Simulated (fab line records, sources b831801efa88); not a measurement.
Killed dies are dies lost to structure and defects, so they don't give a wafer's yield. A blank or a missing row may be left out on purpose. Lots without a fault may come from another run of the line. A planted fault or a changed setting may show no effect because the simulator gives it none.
Which tool did it? | flow sky130 | 13 lots, 39 wafers sampled, at 4 steps of a route of 708

WHAT THE GAUGES READ, wafer by wafer
SKY_SD_N_TW_MEAS_12. Usual: SD_N_TW 3992, standard deviation 18.
lot  | measured     | on            | SD_N_TW        | flag
L403 | day 28 03:26 | film_metro-02 | 3984 3973 3992 |
L406 | day 29 07:07 | film_metro-03 | 3984 3998 3987 |
L408 | day 29 17:43 | film_metro-03 | 4004 3999 3992 |
L407 | day 29 19:26 | film_metro-02 | 3953 3941 3942 |
L409 | day 29 20:28 | film_metro-01 | 3996 4011 4009 |
L412 | day 31 06:52 | film_metro-03 | 3989 4003 3986 |
L413 | day 31 08:03 | film_metro-03 | 4352 4358 4331 | OFF
L416 | day 32 02:05 | film_metro-01 | 4316 4337 4324 | OFF
L418 | day 32 22:52 | film_metro-01 | 4004 4003 4002 |
L419 | day 33 04:08 | film_metro-02 | 3990 3989 3994 |
L422 | day 34 05:34 | film_metro-01 | 4000 3991 3991 |
L423 | day 34 11:10 | film_metro-03 | 3987 3985 3954 |
L424 | day 34 18:35 | film_metro-03 | 3978 3965 3982 |

SKY_SD_N_RS_MEAS_16: measures by four-point-probe. Usual: SD_N_RS 68.56 ohm/sq, standard deviation 0.13.
lot  | measured     | on            | SD_N_RS (ohm/sq)  | flag
L403 | day 28 03:43 | film_metro-01 | 68.51 68.60 68.69 |
L406 | day 29 07:25 | film_metro-02 | 68.41 68.42 68.47 |
L408 | day 29 17:59 | film_metro-01 | 68.73 68.73 68.63 |
L407 | day 29 19:43 | film_metro-01 | 68.75 68.70 68.75 |
L409 | day 29 20:46 | film_metro-01 | 68.52 68.52 68.62 |
L412 | day 31 07:08 | film_metro-01 | 68.52 68.70 68.66 |
L413 | day 31 08:20 | film_metro-01 | 58.00 57.85 57.83 | OFF
L416 | day 32 02:22 | film_metro-02 | 57.85 57.88 57.90 | OFF
L418 | day 32 23:13 | film_metro-01 | 68.72 68.77 68.64 |
L419 | day 33 04:25 | film_metro-01 | 68.60 68.38 68.42 |
L422 | day 34 05:50 | film_metro-03 | 68.79 68.87 68.88 |
L423 | day 34 11:26 | film_metro-02 | 68.38 68.55 68.50 |
L424 | day 34 18:53 | film_metro-03 | 68.55 68.63 68.87 |

WHICH TOOL RAN EACH LOT (tool, then ch and the chambers of the sampled wafers, then the start)
lot  | SKY_SD_N_IMPLANT_09             | SKY_SD_N_STRIP_11
L403 | implanter-04 ch 0, day 28 03:02 | plasma_asher-03 ch 0,1, day 28 03:20
L406 | implanter-04 ch 0, day 29 06:44 | plasma_asher-04 ch 0,1, day 29 07:01
L408 | implanter-01 ch 0, day 29 17:19 | plasma_asher-02 ch 0,1, day 29 17:37
L407 | implanter-01 ch 0, day 29 19:02 | plasma_asher-03 ch 0,1, day 29 19:20
L409 | implanter-01 ch 0, day 29 20:05 | plasma_asher-03 ch 0,1, day 29 20:22
L412 | implanter-03 ch 0, day 31 06:28 | plasma_asher-04 ch 0,1, day 31 06:46
L413 | implanter-04 ch 0, day 31 07:39 | plasma_asher-02 ch 0,1, day 31 07:57
L416 | implanter-04 ch 0, day 32 01:41 | plasma_asher-03 ch 0,1, day 32 01:59
L418 | implanter-01 ch 0, day 32 22:29 | plasma_asher-04 ch 0,1, day 32 22:46
L419 | implanter-01 ch 0, day 33 03:44 | plasma_asher-03 ch 0,1, day 33 04:02
L422 | implanter-04 ch 0, day 34 05:10 | plasma_asher-03 ch 1, day 34 05:28
L423 | implanter-01 ch 0, day 34 10:46 | plasma_asher-04 ch 0,1, day 34 11:04
L424 | implanter-04 ch 0, day 34 18:12 | plasma_asher-04 ch 0,1, day 34 18:29
- SKY_SD_N_IMPLANT_09
- SKY_SD_N_STRIP_11: strips in O2/N2.

WHAT THE TOOLS THEMSELVES READ (means of the sampled wafers that have a number; where no wafer has one, the mark that the record gives instead)
SKY_SD_N_IMPLANT_09. Usual: beam_energy_keV 50.000, standard deviation 0.017; end_station_pressure_torr 1.31e-05 Torr, standard deviation 1.5e-06; faraday_current_uA 11974, standard deviation 1200.
lot  | tool         | beam_energy_keV | end_station_pressure_torr (Torr) | faraday_current_uA | flag
L403 | implanter-04 | 49.992          | 1.31e-05                         | 11519              |
L406 | implanter-04 | 50.009          | 1.24e-05                         | 11502              |
L408 | implanter-01 | 49.986          | 1.52e-05                         | 13947              |
L407 | implanter-01 | 50.016          | 1.55e-05                         | 13852              |
L409 | implanter-01 | 50.006          | 1.53e-05                         | 13610              |
L412 | implanter-03 | 50.004          | 1.20e-05                         | 10554              |
L413 | implanter-04 | 68.324          | 1.20e-05                         | 11409              | OFF
L416 | implanter-04 | 68.329          | 1.29e-05                         | 11470              | OFF
L418 | implanter-01 | 50.003          | 1.51e-05                         | 13895              |
L419 | implanter-01 | 49.989          | 1.45e-05                         | 13793              |
L422 | implanter-04 | 50.010          | 1.27e-05                         | 11612              |
L423 | implanter-01 | 50.004          | 1.58e-05                         | 13540              |
L424 | implanter-04 | 49.995          | 1.19e-05                         | 11591              |

SKY_SD_N_STRIP_11. Usual: drypump_motor_current_A 6.0 A, standard deviation 0.49; n2_flow_sccm 299.8 sccm, standard deviation 0.91; oes_product_au 0.528 a.u., standard deviation 0.0043; strip_time_to_endpoint_s 22.50 s, standard deviation 0.03.
lot  | tool            | drypump_motor_current_A (A) | n2_flow_sccm (sccm) | oes_product_au (a.u.) | strip_time_to_endpoint_s (s) | flag
L403 | plasma_asher-03 | 6.2                         | 299.8               | 0.523                 | 22.49                        |
L406 | plasma_asher-04 | 6.5                         | 299.2               | 0.524                 | 22.51                        |
L408 | plasma_asher-02 | 5.4                         | 299.1               | 0.525                 | 22.50                        |
L407 | plasma_asher-03 | 6.1                         | 299.1               | 0.526                 | 22.53                        |
L409 | plasma_asher-03 | 6.1                         | 300.4               | 0.530                 | 22.51                        |
L412 | plasma_asher-04 | 6.5                         | 299.0               | 0.527                 | 22.50                        |
L413 | plasma_asher-02 | 5.2                         | 299.6               | 0.499                 | 25.29                        | OFF
L416 | plasma_asher-03 | 6.1                         | 299.2               | 0.494                 | 25.29                        | OFF
L418 | plasma_asher-04 | 6.5                         | 300.0               | 0.528                 | 22.49                        |
L419 | plasma_asher-03 | 6.1                         | 299.6               | 0.530                 | 22.49                        |
L422 | plasma_asher-03 | 6.2                         | 300.7               | 0.527                 | 22.47                        |
L423 | plasma_asher-04 | 6.5                         | 300.2               | 0.529                 | 22.48                        |
L424 | plasma_asher-04 | 6.5                         | 300.6               | 0.525                 | 22.47                        |

THE ANSWER, worked out from the rows above alone
Rule: a lot is off if the mean of its wafers that have a number lies more than 3 standard deviations from the usual mean. A lot without any number at a reading at which 4 lots or more have one is off too. The other lots that the step has rows for count as sound. The gauges are gone through in route order, then the tools' own readings, and for those a lot's mean is taken as printed above. The first step at which some lot is off is used, and at that step the reading that is off furthest; a lot without a number counts as furthest.
Off: L413, L416, at SKY_SD_N_TW_MEAS_12 (SD_N_TW).
A tool fits if, at a process step before that reading, it ran every lot that is off, and no sound lot after the first of them. The gauges at SKY_SD_N_TW_MEAS_12 aren't tried: what is off there is off at SKY_SD_N_IMPLANT_09 too, on other tools, and a gauge's error can't cause that. None of those tried fits.

WHAT THE SIMULATOR HAD PUT IN
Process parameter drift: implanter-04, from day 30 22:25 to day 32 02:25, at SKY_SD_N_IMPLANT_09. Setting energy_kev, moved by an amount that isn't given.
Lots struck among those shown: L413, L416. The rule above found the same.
